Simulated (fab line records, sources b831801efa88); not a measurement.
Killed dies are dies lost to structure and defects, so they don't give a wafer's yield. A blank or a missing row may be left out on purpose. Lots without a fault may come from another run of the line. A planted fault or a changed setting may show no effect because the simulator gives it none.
Which tool did it? | flow sky130 | 14 lots, 42 wafers sampled, at 3 steps of a route of 708

WHAT THE GAUGES READ, wafer by wafer
SKY_SD_N_OVL_MEAS_08. Usual: SD_N_OVL -0.5 nm, standard deviation 1.2.
lot  | measured     | on         | SD_N_OVL (nm)  | flag
L706 | day 28 02:40 | overlay-01 | 0.0 -0.7 0.2   |
L707 | day 28 07:17 | overlay-02 | 0.7 0.8 0.2    |
L709 | day 29 04:16 | overlay-01 | -0.8 -2.5 -0.2 |
L710 | day 29 03:40 | overlay-02 | -2.6 -2.6 -0.6 |
L714 | day 30 21:01 | overlay-01 | -0.4 0.8 -1.8  |
L715 | day 31 04:56 | overlay-02 | -1.0 1.2 0.5   |
L720 | day 32 19:36 | overlay-01 | 0.4 -0.7 -1.1  |
L721 | day 33 06:01 | overlay-01 | 1.2 0.4 -1.6   |
L722 | day 33 13:23 | overlay-02 | -0.2 -0.8 -0.3 |
L723 | day 34 04:08 | overlay-01 | 0.3 0.0 1.0    |
L724 | day 34 05:14 | overlay-02 | 2.0 -0.4 2.9   |
L725 | day 34 05:22 | overlay-01 | -1.3 -2.4 -0.9 |
L727 | day 34 21:46 | overlay-02 | -2.2 -2.6 -1.0 |
L729 | day 35 14:04 | overlay-02 | -2.2 -2.0 -2.6 |

WHICH TOOL RAN EACH LOT (tool, then ch and the chambers of the sampled wafers, then the start)
lot  | SKY_DNWELL_STRIP_08                 | SKY_POLY_CUT_ETCH_10
L706 | plasma_asher-03 ch 0, day 3 07:13   | rie_diel-04 ch 0,3, day 24 10:55
L707 | plasma_asher-03 ch 0, day 3 08:28   | rie_diel-04 ch 0,3, day 24 15:46
L709 | plasma_asher-02 ch 0,1, day 3 21:46 | rie_diel-04 ch 0,1,2, day 25 11:06
L710 | plasma_asher-01 ch 0,1, day 3 22:31 | rie_diel-03 ch 0,1,2, day 25 10:49
L714 | plasma_asher-02 ch 0,1, day 4 22:43 | rie_diel-02 ch 2,3, day 27 05:58
L715 | plasma_asher-01 ch 0,1, day 5 04:39 | rie_diel-03 ch 1,2,3, day 27 16:10
L720 | plasma_asher-03 ch 0,1, day 6 09:30 | rie_diel-02 ch 2,3, day 29 07:45
L721 | plasma_asher-01 ch 0,1, day 6 17:37 | rie_diel-04 ch 0,2,3, day 29 18:22
L722 | plasma_asher-02 ch 0,1, day 6 21:31 | rie_diel-04 ch 1,3, day 30 03:04
L723 | plasma_asher-02 ch 0,1, day 7 01:25 | rie_diel-02 ch 0,1,2, day 30 18:50
L724 | plasma_asher-03 ch 0,1, day 7 06:33 | rie_diel-04 ch 0,1,2, day 30 19:06
L725 | plasma_asher-03 ch 0,1, day 7 08:40 | rie_diel-02 ch 0,1, day 30 20:08
L727 | plasma_asher-03 ch 0,1, day 7 19:58 | rie_diel-02 ch 0,1, day 31 13:17
L729 | plasma_asher-02 ch 0,1, day 8 08:24 | rie_diel-04 ch 0,1,3, day 32 05:27
- SKY_DNWELL_STRIP_08: strips in O2/N2.
- SKY_POLY_CUT_ETCH_10: etches BARC in N2/H2, stops on SiO2, time 45.9 s, target depth 60 nm.

WHAT THE TOOLS THEMSELVES READ (means of the sampled wafers that have a number; where no wafer has one, the mark that the record gives instead)
SKY_DNWELL_STRIP_08. Usual: drypump_motor_current_A 5.6 A, standard deviation 0.5; oes_product_au 0.723 a.u., standard deviation 0.0044; strip_time_to_endpoint_s 36.89 s, standard deviation 0.081.
lot  | tool            | drypump_motor_current_A (A) | oes_product_au (a.u.) | strip_time_to_endpoint_s (s) | flag
L706 | plasma_asher-03 | 6.0                         | 0.724                 | 36.73                        |
L707 | plasma_asher-03 | 6.0                         | 0.725                 | 36.92                        |
L709 | plasma_asher-02 | 5.1                         | 0.724                 | 36.97                        |
L710 | plasma_asher-01 | 5.7                         | 0.727                 | 36.88                        |
L714 | plasma_asher-02 | 5.2                         | 0.720                 | 36.86                        |
L715 | plasma_asher-01 | 5.3                         | 0.722                 | 36.94                        |
L720 | plasma_asher-03 | 6.0                         | 0.721                 | 36.85                        |
L721 | plasma_asher-01 | 5.3                         | 0.723                 | 36.89                        |
L722 | plasma_asher-02 | 5.1                         | 0.726                 | 36.87                        |
L723 | plasma_asher-02 | 5.3                         | 0.722                 | 36.91                        |
L724 | plasma_asher-03 | 6.0                         | 0.720                 | 36.94                        |
L725 | plasma_asher-03 | 5.9                         | 0.722                 | 36.80                        |
L727 | plasma_asher-03 | 5.9                         | 0.721                 | 37.03                        |
L729 | plasma_asher-02 | 5.2                         | 0.721                 | 36.91                        |

SKY_POLY_CUT_ETCH_10. Usual: drypump_motor_current_A 5.6 A, standard deviation 0.4; oes_product_au 0.855 a.u., standard deviation 0.0052; throttle_valve_pct 13.224 %, standard deviation 0.0099.
lot  | tool        | drypump_motor_current_A (A) | oes_product_au (a.u.) | throttle_valve_pct (%) | flag
L706 | rie_diel-04 | 5.8                         | 0.855                 | 13.224                 |
L707 | rie_diel-04 | 5.5                         | 0.850                 | 13.230                 |
L709 | rie_diel-04 | 5.6                         | 0.854                 | 13.222                 |
L710 | rie_diel-03 | 5.8                         | 0.857                 | 13.209                 |
L714 | rie_diel-02 | 5.6                         | 0.855                 | 13.224                 |
L715 | rie_diel-03 | 5.7                         | 0.851                 | 13.216                 |
L720 | rie_diel-02 | 5.6                         | 0.855                 | 13.226                 |
L721 | rie_diel-04 | 5.7                         | 0.856                 | 13.222                 |
L722 | rie_diel-04 | 5.2                         | 0.853                 | 13.223                 |
L723 | rie_diel-02 | 5.7                         | 0.859                 | 13.230                 |
L724 | rie_diel-04 | 5.7                         | 0.857                 | 13.225                 |
L725 | rie_diel-02 | 5.9                         | 0.854                 | 13.216                 |
L727 | rie_diel-02 | 5.5                         | 0.857                 | 13.224                 |
L729 | rie_diel-04 | 5.5                         | 0.850                 | 13.220                 |

THE ANSWER, worked out from the rows above alone
Rule: a lot is off if the mean of its wafers that have a number lies more than 3 standard deviations from the usual mean. A lot without any number at a reading at which 4 lots or more have one is off too. The other lots that the step has rows for count as sound. The gauges are gone through in route order, then the tools' own readings, and for those a lot's mean is taken as printed above. The first step at which some lot is off is used, and at that step the reading that is off furthest; a lot without a number counts as furthest.
No lot is off at any reading shown: from this, nothing can be told.

WHAT THE SIMULATOR HAD PUT IN
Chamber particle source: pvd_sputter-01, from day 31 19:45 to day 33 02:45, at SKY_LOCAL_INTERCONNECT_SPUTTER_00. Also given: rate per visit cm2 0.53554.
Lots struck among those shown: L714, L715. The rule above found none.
